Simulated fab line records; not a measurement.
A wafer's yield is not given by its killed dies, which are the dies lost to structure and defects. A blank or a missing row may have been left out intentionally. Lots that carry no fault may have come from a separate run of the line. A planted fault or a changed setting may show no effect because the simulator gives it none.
Which tool did it?    flow gf180mcu    12 lots with 36 wafers sampled at 3 steps, on a route of 602 steps

WHAT THE GAUGES SHOWED, per wafer
GF_V5_OVL_MEAS_15.
lot   measured      on          V5_OVL (nm)
L299  day 27 03:14  overlay-01  3 3 3
L303  day 28 20:32  overlay-02  9 7 10
L306  day 29 13:10  overlay-02  5 -1 -3
L307  day 30 03:40  overlay-01  4 10 9
L308  day 30 09:00  overlay-02  -6 -2 -1
L310  day 30 17:23  overlay-02  1 -2 -1
L311  day 30 22:27  overlay-02  -12 -12 -11
L314  day 31 16:23  overlay-01  -10 -7 -7
L315  day 31 21:44  overlay-02  -5 -2 -11
L316  day 32 07:03  overlay-02  -15 -7 -9
L318  day 32 17:38  overlay-01  2 3 2
L319  day 32 22:02  overlay-02  1 4 0

TOOL THAT RAN EACH LOT (tool first, then ch and the chambers of the sampled wafers, then the start)
lot   GF_MIM_SPUTTER_01             GF_MIM_CVD_05
L299  pvd-sputter-03, day 24 09:38  pecvd-01 ch 0,1,2, day 24 09:46
L303  pvd-sputter-04, day 26 07:48  pecvd-02 ch 1,2, day 26 07:55
L306  pvd-sputter-04, day 27 00:02  pecvd-01 ch 0,1,2, day 27 00:09
L307  pvd-sputter-03, day 27 15:28  pecvd-01 ch 1,2, day 27 15:35
L308  pvd-sputter-04, day 27 21:05  pecvd-02 ch 0,1, day 27 21:12
L310  pvd-sputter-03, day 28 06:50  pecvd-01 ch 1,2, day 28 06:57
L311  pvd-sputter-04, day 28 11:32  pecvd-02 ch 0,1,2, day 28 11:39
L314  pvd-sputter-04, day 29 07:22  pecvd-03 ch 0,1,2, day 29 07:29
L315  pvd-sputter-04, day 29 13:33  pecvd-03 ch 0,1, day 29 13:40
L316  pvd-sputter-03, day 29 23:14  pecvd-03 ch 0,1,2, day 29 23:22
L318  pvd-sputter-02, day 30 11:59  pecvd-03 ch 0,2, day 30 12:06
L319  pvd-sputter-02, day 30 17:14  pecvd-03 ch 0,1,2, day 30 17:22
- GF_MIM_SPUTTER_01: material TiN, target thk 30 nm, time 25 s.
- GF_MIM_CVD_05: deposits Si3N4, target thk 42 nm, time 29.086 s.

AS READ BY THE TOOLS THEMSELVES (means over the sampled wafers that have a number; for cases with no such wafer, the mark the record gives instead)
GF_MIM_SPUTTER_01.
lot   tool            chamber-pressure-pa (Pa)  throttle-valve-pct (%)
L299  pvd-sputter-03  0.4125                    29.7
L303  pvd-sputter-04  0.4135                    31.0
L306  pvd-sputter-04  0.4119                    30.3
L307  pvd-sputter-03  0.4123                    28.9
L308  pvd-sputter-04  0.4128                    30.4
L310  pvd-sputter-03  0.4121                    28.4
L311  pvd-sputter-04  0.4136                    30.3
L314  pvd-sputter-04  0.4124                    29.6
L315  pvd-sputter-04  0.4127                    29.0
L316  pvd-sputter-03  0.4129                    28.9
L318  pvd-sputter-02  0.4123                    29.4
L319  pvd-sputter-02  0.4126                    28.8

GF_MIM_CVD_05.
lot   tool      heater-power-w (W)
L299  pecvd-01  551
L303  pecvd-02  595
L306  pecvd-01  598
L307  pecvd-01  647
L308  pecvd-02  769
L310  pecvd-01  512
L311  pecvd-02  674
L314  pecvd-03  633
L315  pecvd-03  583
L316  pecvd-03  679
L318  pecvd-03  672
L319  pecvd-03  629

THE ANSWER, worked out from the rows above alone
Rule: what is usual is taken from the lots themselves. Put in order of their means at a reading, lots are off if they are a third of the lots or fewer, leave a main group of 4 or more, and stand apart from it by a gap of 3 or more times the standard deviation of the main group's means; of several such gaps the widest counts. The tables above print the reading to a certain number of digits; a main group whose means all agree to those digits is not used. Also off: a lot with no number at a reading for which 4 or more lots have one. All remaining lots with rows at the step are treated as sound. First the gauges in route order, then the tools' own readings, where a lot's mean is used as printed above. At the first step where some lot is off, the reading lying furthest off is the one used; lots without a number count as furthest.
Across all readings shown, no lot is off: no conclusion can be drawn from this.

WHAT THE SIMULATOR HAD INSERTED
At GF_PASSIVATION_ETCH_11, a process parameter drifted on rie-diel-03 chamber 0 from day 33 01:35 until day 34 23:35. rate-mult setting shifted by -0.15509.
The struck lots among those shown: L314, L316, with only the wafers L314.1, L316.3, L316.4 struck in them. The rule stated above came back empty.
